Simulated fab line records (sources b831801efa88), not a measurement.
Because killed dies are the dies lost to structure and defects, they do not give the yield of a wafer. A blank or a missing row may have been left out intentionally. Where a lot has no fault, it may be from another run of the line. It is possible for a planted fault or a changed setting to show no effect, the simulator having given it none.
Comparing a struck lot with a sound one -- flow gf180mcu -- 6 steps out of a route of 602
Sound: the wafers L574.1, L574.2, L574.6. The struck wafers were L587.2, L587.4, L587.6. Last of all comes the cause.
Per side, at each step with rows, come the tool, then ch with its chambers, and then its first start. Under that, the readings that differ: sound wafers -- struck wafers -- difference of the means -- sigmas: that difference in standard deviations of wafers without a fault.
alike: same words and numbers on both sides, and readings whose means sit less than 2 such deviations apart. not compared: any withheld reading, any reading some wafer has no value for, any bound like >300 that may hide the same value, and any number with overlapping values for which the record gives no deviation.
The two part at a step that has a row with sigmas, a row that says differs or no value, or rows on one side only. Non-overlapping numbers with no deviation appear without sigmas and do not part them. A reading missing from all wafers of one side parts the sides only when that side holds two or more wafers.

GF_STI_BOW_MEAS_00:
  struck on film-metro-04, day 6 00:01; sound on film-metro-03, day 3 07:00
  alike: INCOMING_BOW
then, 1 step without rows for these wafers: GF_STI_OXIDATION_01 (stabilise 600 s, purge 300 s, target thk 10 nm).
GF_STI_THK_MEAS_02:
  struck on film-metro-01, day 6 01:58; sound on film-metro-04, day 3 08:31
  alike: STI_OXIDATION_THK
GF_STI_CVD_03: deposits Si3N4 from DCS/NH3, target thk 207.16 nm, time 3551 s.
  sound on lpcvd-02 ch 1, day 3 08:34; struck on lpcvd-01 ch 0, day 6 02:01
reading,sound,struck,difference,sigmas
spike-tc-bottom-C (C),789.1 788.0 789.3,820.0 820.4 819.5,+31.2,+22
spike-tc-centre-C (C),770.7 770.4 769.3,804.0 803.5 804.1,+33.7,+34
spike-tc-lower-C (C),770.5 768.0 769.1,805.7 805.7 803.9,+35.9,+30
spike-tc-top-C (C),785.1 787.2 786.3,815.1 817.1 816.7,+30.1,+23
spike-tc-upper-C (C),767.7 767.7 769.4,803.7 801.1 801.5,+33.8,+24
susceptor-temp-C (C),769.6 770.4 770.3,803.7 803.3 803.0,+33.2,+99 or more
model.Si3N4_of_STI_CVD_03.thk-nm (nm),206.1 205.9 206.4,361.4 361.3 360.6,+155.0,
  alike: zone-power-top-pct
GF_STI_THK_MEAS_04:
  struck on film-metro-03, day 6 04:14; sound on film-metro-03, day 3 11:33
reading,sound,struck,difference,sigmas
STI_CVD_03_THK (nm),205.9 206.0 206.5,361.3 361.4 360.3,+154.9,+74
  not compared: hold
GF_PASSIVATION_PROBE_99:
  sound wafers here have rows in the record (prober-02, day 32 02:59); struck ones have none

== WHERE THEY PART ==
At GF_STI_CVD_03 first; at GF_PASSIVATION_PROBE_99 last (within this record only).

WHY: whatever the simulator had introduced
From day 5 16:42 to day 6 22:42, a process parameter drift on lpcvd-01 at GF_STI_CVD_03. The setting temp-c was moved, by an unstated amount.
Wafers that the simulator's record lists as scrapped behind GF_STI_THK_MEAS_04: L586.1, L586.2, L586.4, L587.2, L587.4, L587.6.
